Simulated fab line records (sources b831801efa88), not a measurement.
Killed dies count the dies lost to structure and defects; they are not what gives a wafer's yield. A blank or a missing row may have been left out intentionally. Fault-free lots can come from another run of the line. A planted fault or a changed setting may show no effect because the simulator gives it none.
8D (eight disciplines) problem report, filled in by code / flow sky130 / the parts of the form that need people (team, actions taken, sign-off) are left out

## 1. THE PROBLEM
POLY_GATE_CVD_00_THK at SKY_POLY_GATE_THK_MEAS_01 reads a mean of 153.4 nm on 6 wafers of 2 lots; wafers without a fault read 180.3 nm with a standard deviation of 1.3. Measured from the usual mean, that is -21 standard deviations.
First observed at day 20 09:08: wafer L434.3, on film metro-04. The record holds 30 wafers of 10 lots with a number at this step. Rule for "out" (also "out of limits"): further than 4 standard deviations from the usual mean. The rest of the wafers with a number are treated as sound.

## 2. WHAT IT IS AND WHAT IT IS NOT
question=which readings at this step; is=POLY_GATE_CVD_00_THK; is not=-
question=which lots; is=L434, L435; is not=L418, L419, L420, L421, L423, L429, L430, L431
question=which wafers of those lots; is=all that have a number; is not=-
question=read on which gauges; is=film metro-02, film metro-04; is not=film metro-03
question=when; is=from day 20 09:08; is not=up to then (24 sound wafers)

## 3. SUSPECTS, AND WHAT RULES EACH OUT
Counting: any tool at a process step up to the reading is kept as a suspect provided that every lot that is out went through it and no sound lot did after the first of them.
- the gauge at SKY_POLY_GATE_THK_MEAS_01 has been ruled out. 2 gauges (film metro-02, film metro-04) read the wafers that are out.
- lpcvd-01 at SKY_POLY_GATE_CVD_00 (deposits poly-Si, target thk 180 nm, time 720 s): kept. It ran every lot that is out, first L434 (day 20 07:19), and no sound lot after that; its last sound lot up to then is L430 (day 19 05:03). Its own spike tc centre C, spike tc lower C, spike tc upper C, susceptor temp C readings are out on those wafers.
After counting, what remains is lpcvd-01 at SKY_POLY_GATE_CVD_00.

## 4. THE CAUSE (what the simulator had put in)
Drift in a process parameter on lpcvd-01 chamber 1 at SKY_POLY_GATE_CVD_00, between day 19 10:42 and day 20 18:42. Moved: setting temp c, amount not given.
Counting left only this tool.

## 5. THE CHAIN OF EFFECTS, in route order
Each row: a reading whose mean over the struck wafers that have a number lies more than 3 standard deviations from the usual. Only readings for which the record gives a usual standard deviation are gone through. hours: the time from each lot's start at the first step in this table that gives one to its start at this step, as a median over the lots. sigmas: the change in usual standard deviations.
hours=0; step=SKY_POLY_GATE_CVD_00; reading=spike tc bottom C; usual=641.4 C; on struck wafers=632.0; change=-9.4; sigmas=-3.9
hours=0; step=SKY_POLY_GATE_CVD_00; reading=spike tc centre C; usual=621.8 C; on struck wafers=614.1; change=-7.7; sigmas=-6.4
hours=0; step=SKY_POLY_GATE_CVD_00; reading=spike tc lower C; usual=621.3 C; on struck wafers=614.6; change=-6.6; sigmas=-6.0
hours=0; step=SKY_POLY_GATE_CVD_00; reading=spike tc top C; usual=638.9 C; on struck wafers=629.9; change=-9.0; sigmas=-3.9
hours=0; step=SKY_POLY_GATE_CVD_00; reading=spike tc upper C; usual=620.6 C; on struck wafers=613.6; change=-7.0; sigmas=-5.8
hours=0; step=SKY_POLY_GATE_CVD_00; reading=susceptor temp C; usual=620.00 C; on struck wafers=613.02; change=-6.98; sigmas=-24
hours=2; step=SKY_POLY_GATE_THK_MEAS_01; reading=POLY_GATE_CVD_00_THK; usual=180.3 nm; on struck wafers=153.4; change=-26.9; sigmas=-21
hours=65; step=SKY_POLY_GATE_ETCH_17; reading=oes product au; usual=0.989 a.u.; on struck wafers=0.888; change=-0.101; sigmas=-15
Its process steps:
- SKY_POLY_GATE_CVD_00: deposits poly-Si, target thk 180 nm, time 720 s.
- SKY_POLY_GATE_ETCH_17: etches poly-Si in HBr/Cl2, stops on SiO2, target depth 180 nm, time 70.5 s.
Later measuring or inspecting steps at which every struck wafer that the step has a row for has a number for every such reading, and none has moved that far: SKY_LOCAL_INTERCONNECT_THK_MEAS_02, SKY_CONTACT_BOW_MEAS_05.

## 6. HOW IT WOULD HAVE BEEN CAUGHT EARLIER
22 hours passed between the start of the fault at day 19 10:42 and the first reading out of limits at a measuring or inspecting step in this record, taken at day 20 09:08.
Tool's own readings at SKY_POLY_GATE_CVD_00, spike tc centre C, spike tc lower C, spike tc upper C, susceptor temp C: out on all struck wafers the step has rows for; an alarm limit on them would have tripped on the first.
L435, from the lots that are out (2), started SKY_POLY_GATE_CVD_00 on lpcvd-01 later than day 20 09:08. A hold on the tool at that time would have spared it.
